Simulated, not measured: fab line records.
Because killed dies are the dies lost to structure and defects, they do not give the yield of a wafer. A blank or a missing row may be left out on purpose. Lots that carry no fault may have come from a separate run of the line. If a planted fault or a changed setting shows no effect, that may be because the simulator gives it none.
Which of the tools did it? :: flow sky130 :: 41 wafers from 14 lots sampled at 4 of the route's 708 steps

WHAT THE GAUGES READ, wafer by wafer
SKY_VIA4_BOW_MEAS_03.
lot: L116
measured: day 42 17:43
on: filmMetro-01
VIA4_BOW (um): 77 90 85

lot: L117
measured: day 42 17:59
on: filmMetro-03
VIA4_BOW (um): 90 98 83

lot: L118
measured: day 42 18:26
on: filmMetro-02
VIA4_BOW (um): 84 89 85

lot: L120
measured: day 42 20:27
on: filmMetro-02
VIA4_BOW (um): 73 77 71

lot: L121
measured: day 43 10:04
on: filmMetro-03
VIA4_BOW (um): 69 83 79

lot: L122
measured: day 44 07:01
on: filmMetro-02
VIA4_BOW (um): 88 89 81

lot: L125
measured: day 44 11:15
on: filmMetro-01
VIA4_BOW (um): 76 94 81

lot: L127
measured: day 45 02:29
on: filmMetro-03
VIA4_BOW (um): 86 67 84

lot: L131
measured: day 46 05:57
on: filmMetro-03
VIA4_BOW (um): 91 81

lot: L132
measured: day 46 09:06
on: filmMetro-02
VIA4_BOW (um): 75 84 86

lot: L133
measured: day 46 12:50
on: filmMetro-01
VIA4_BOW (um): 88 88 90

lot: L134
measured: day 47 07:20
on: filmMetro-02
VIA4_BOW (um): 72 79 73

lot: L136
measured: day 47 22:43
on: filmMetro-02
VIA4_BOW (um): 97 82 81

lot: L137
measured: day 48 20:17
on: filmMetro-01
VIA4_BOW (um): 75 76 85

SKY_PASSIVATION_THK_MEAS_01.
lot: L116
measured: day 44 16:35
on: filmMetro-01
PASSIVATION_CVD_00_THK (nm): 89.9 90.1 90.1

lot: L117
measured: day 44 17:04
on: filmMetro-04
PASSIVATION_CVD_00_THK (nm): 89.0 90.5 88.8

lot: L118
measured: day 44 17:08
on: filmMetro-02
PASSIVATION_CVD_00_THK (nm): 89.4 90.2 90.5

lot: L120
measured: day 44 18:21
on: filmMetro-04
PASSIVATION_CVD_00_THK (nm): 90.0 90.5 91.5

lot: L121
measured: day 45 08:37
on: filmMetro-01
PASSIVATION_CVD_00_THK (nm): 87.5 89.8 89.8

lot: L122
measured: day 46 03:30
on: filmMetro-01
PASSIVATION_CVD_00_THK (nm): 88.8 89.5 90.6

lot: L125
measured: day 46 07:46
on: filmMetro-04
PASSIVATION_CVD_00_THK (nm): 89.8 89.9 91.5

lot: L127
measured: day 46 22:06
on: filmMetro-02
PASSIVATION_CVD_00_THK (nm): 89.8 90.5 91.1

lot: L131
measured: day 48 00:46
on: filmMetro-04
PASSIVATION_CVD_00_THK (nm): 90.1 90.3

lot: L132
measured: day 48 03:37
on: filmMetro-02
PASSIVATION_CVD_00_THK (nm): 87.7 89.8 89.3

lot: L133
measured: day 48 06:34
on: filmMetro-01
PASSIVATION_CVD_00_THK (nm): 89.3 90.7 88.9

lot: L134
measured: day 48 23:42
on: filmMetro-01
PASSIVATION_CVD_00_THK (nm): 91.1 90.2 90.7

lot: L136
measured: day 49 12:45
on: filmMetro-02
PASSIVATION_CVD_00_THK (nm): 89.0 89.6 90.4

lot: L137
measured: day 50 07:19
on: filmMetro-01
PASSIVATION_CVD_00_THK (nm): 90.4 89.9 92.4

WHAT TOOL EACH LOT RAN ON (gives the tool, then ch and the chambers of the sampled wafers, and finally the start)
lot: L116
SKY_CONTACT_CVD_00: pecvd-04 ch 0,2, day 31 14:20
SKY_VIA4_STRIP_13: plasmaAsher-01 ch 0, day 43 15:49

lot: L117
SKY_CONTACT_CVD_00: pecvd-03 ch 0,2, day 31 15:29
SKY_VIA4_STRIP_13: plasmaAsher-01 ch 0,1, day 43 16:07

lot: L118
SKY_CONTACT_CVD_00: pecvd-01 ch 0,2, day 31 16:49
SKY_VIA4_STRIP_13: plasmaAsher-04 ch 0,1, day 43 16:25

lot: L120
SKY_CONTACT_CVD_00: pecvd-03 ch 0,1, day 31 19:59
SKY_VIA4_STRIP_13: plasmaAsher-01 ch 0,1, day 43 18:18

lot: L121
SKY_CONTACT_CVD_00: pecvd-03 ch 0,2, day 32 06:11
SKY_VIA4_STRIP_13: plasmaAsher-01 ch 0,1, day 44 08:45

lot: L122
SKY_CONTACT_CVD_00: pecvd-03 ch 1,2, day 32 19:25
SKY_VIA4_STRIP_13: plasmaAsher-02 ch 0,1, day 45 03:55

lot: L125
SKY_CONTACT_CVD_00: pecvd-03 ch 1,2, day 33 11:08
SKY_VIA4_STRIP_13: plasmaAsher-01 ch 0,1, day 45 08:27

lot: L127
SKY_CONTACT_CVD_00: pecvd-03 ch 1,2, day 34 09:09
SKY_VIA4_STRIP_13: plasmaAsher-02 ch 1, day 45 23:07

lot: L131
SKY_CONTACT_CVD_00: pecvd-03 ch 0,2, day 35 15:57
SKY_VIA4_STRIP_13: plasmaAsher-04 ch 0,1, day 47 02:13

lot: L132
SKY_CONTACT_CVD_00: pecvd-04 ch 1,2, day 35 21:01
SKY_VIA4_STRIP_13: plasmaAsher-04 ch 0,1, day 47 05:45

lot: L133
SKY_CONTACT_CVD_00: pecvd-03 ch 1,2, day 36 01:46
SKY_VIA4_STRIP_13: plasmaAsher-02 ch 0,1, day 47 08:48

lot: L134
SKY_CONTACT_CVD_00: pecvd-01 ch 0,1,2, day 36 16:40
SKY_VIA4_STRIP_13: plasmaAsher-01 ch 0,1, day 48 03:07

lot: L136
SKY_CONTACT_CVD_00: pecvd-01 ch 0,1,2, day 37 22:45
SKY_VIA4_STRIP_13: plasmaAsher-01 ch 0,1, day 48 17:19

lot: L137
SKY_CONTACT_CVD_00: pecvd-03 ch 0,2, day 38 16:47
SKY_VIA4_STRIP_13: plasmaAsher-01 ch 0,1, day 49 13:22
- SKY_CONTACT_CVD_00: deposits Si3N4, target thk 75 nm.
- SKY_VIA4_STRIP_13: strips in O2/N2.

AS READ BY THE TOOLS THEMSELVES (means over the sampled wafers that have a number; for cases with no such wafer, the mark the record gives instead)
SKY_CONTACT_CVD_00.
lot: L116
tool: pecvd-04
heaterPowerW (W): 778

lot: L117
tool: pecvd-03
heaterPowerW (W): 660

lot: L118
tool: pecvd-01
heaterPowerW (W): 618

lot: L120
tool: pecvd-03
heaterPowerW (W): 629

lot: L121
tool: pecvd-03
heaterPowerW (W): 706

lot: L122
tool: pecvd-03
heaterPowerW (W): 663

lot: L125
tool: pecvd-03
heaterPowerW (W): 638

lot: L127
tool: pecvd-03
heaterPowerW (W): 646

lot: L131
tool: pecvd-03
heaterPowerW (W): 625

lot: L132
tool: pecvd-04
heaterPowerW (W): 785

lot: L133
tool: pecvd-03
heaterPowerW (W): 684

lot: L134
tool: pecvd-01
heaterPowerW (W): 646

lot: L136
tool: pecvd-01
heaterPowerW (W): 638

lot: L137
tool: pecvd-03
heaterPowerW (W): 654

SKY_VIA4_STRIP_13.
lot: L116
tool: plasmaAsher-01
drypumpMotorCurrentA (A): 5.5
oesProductAu (a.u.): 0.713
stripTimeToEndpointS (s): 12.78

lot: L117
tool: plasmaAsher-01
drypumpMotorCurrentA (A): 5.6
oesProductAu (a.u.): 0.713
stripTimeToEndpointS (s): 12.79

lot: L118
tool: plasmaAsher-04
drypumpMotorCurrentA (A): 6.2
oesProductAu (a.u.): 0.709
stripTimeToEndpointS (s): 12.78

lot: L120
tool: plasmaAsher-01
drypumpMotorCurrentA (A): 5.8
oesProductAu (a.u.): 0.708
stripTimeToEndpointS (s): 12.78

lot: L121
tool: plasmaAsher-01
drypumpMotorCurrentA (A): 5.6
oesProductAu (a.u.): 0.711
stripTimeToEndpointS (s): 12.81

lot: L122
tool: plasmaAsher-02
drypumpMotorCurrentA (A): 5.2
oesProductAu (a.u.): 0.709
stripTimeToEndpointS (s): 12.81

lot: L125
tool: plasmaAsher-01
drypumpMotorCurrentA (A): 5.6
oesProductAu (a.u.): 0.709
stripTimeToEndpointS (s): 12.81

lot: L127
tool: plasmaAsher-02
drypumpMotorCurrentA (A): 4.9
oesProductAu (a.u.): 0.707
stripTimeToEndpointS (s): 12.81

lot: L131
tool: plasmaAsher-04
drypumpMotorCurrentA (A): 6.2
oesProductAu (a.u.): 0.708
stripTimeToEndpointS (s): 12.80

lot: L132
tool: plasmaAsher-04
drypumpMotorCurrentA (A): 6.3
oesProductAu (a.u.): 0.710
stripTimeToEndpointS (s): 12.81

lot: L133
tool: plasmaAsher-02
drypumpMotorCurrentA (A): 5.2
oesProductAu (a.u.): 0.709
stripTimeToEndpointS (s): 12.78

lot: L134
tool: plasmaAsher-01
drypumpMotorCurrentA (A): 5.8
oesProductAu (a.u.): 0.709
stripTimeToEndpointS (s): 12.82

lot: L136
tool: plasmaAsher-01
drypumpMotorCurrentA (A): 5.8
oesProductAu (a.u.): 0.707
stripTimeToEndpointS (s): 12.85

lot: L137
tool: plasmaAsher-01
drypumpMotorCurrentA (A): 5.6
oesProductAu (a.u.): 0.711
stripTimeToEndpointS (s): 12.79

THE ANSWER, worked out from the rows above alone
Rule: what is usual is taken from the lots themselves. Put in order of their means at a reading, lots are off if they are a third of the lots or fewer, leave a main group of 4 or more, and stand apart from it by a gap of 3 or more times the standard deviation of the main group's means; of several such gaps the widest counts. A main group is skipped when, at the precision printed for the reading in the tables above, its means are all equal. A lot without any number at a reading at which 4 lots or more have one is off too. Any other lot the step has rows for is counted as sound. Order of review: gauges by route order, followed by the tools' own readings, for which a lot's mean as printed above is used. The first step at which some lot is off is used, and at that step the reading that is off furthest; a lot without a number counts as furthest.
Across all readings shown, no lot is off: no conclusion can be drawn from this.

WHAT THE SIMULATOR HAD PUT IN
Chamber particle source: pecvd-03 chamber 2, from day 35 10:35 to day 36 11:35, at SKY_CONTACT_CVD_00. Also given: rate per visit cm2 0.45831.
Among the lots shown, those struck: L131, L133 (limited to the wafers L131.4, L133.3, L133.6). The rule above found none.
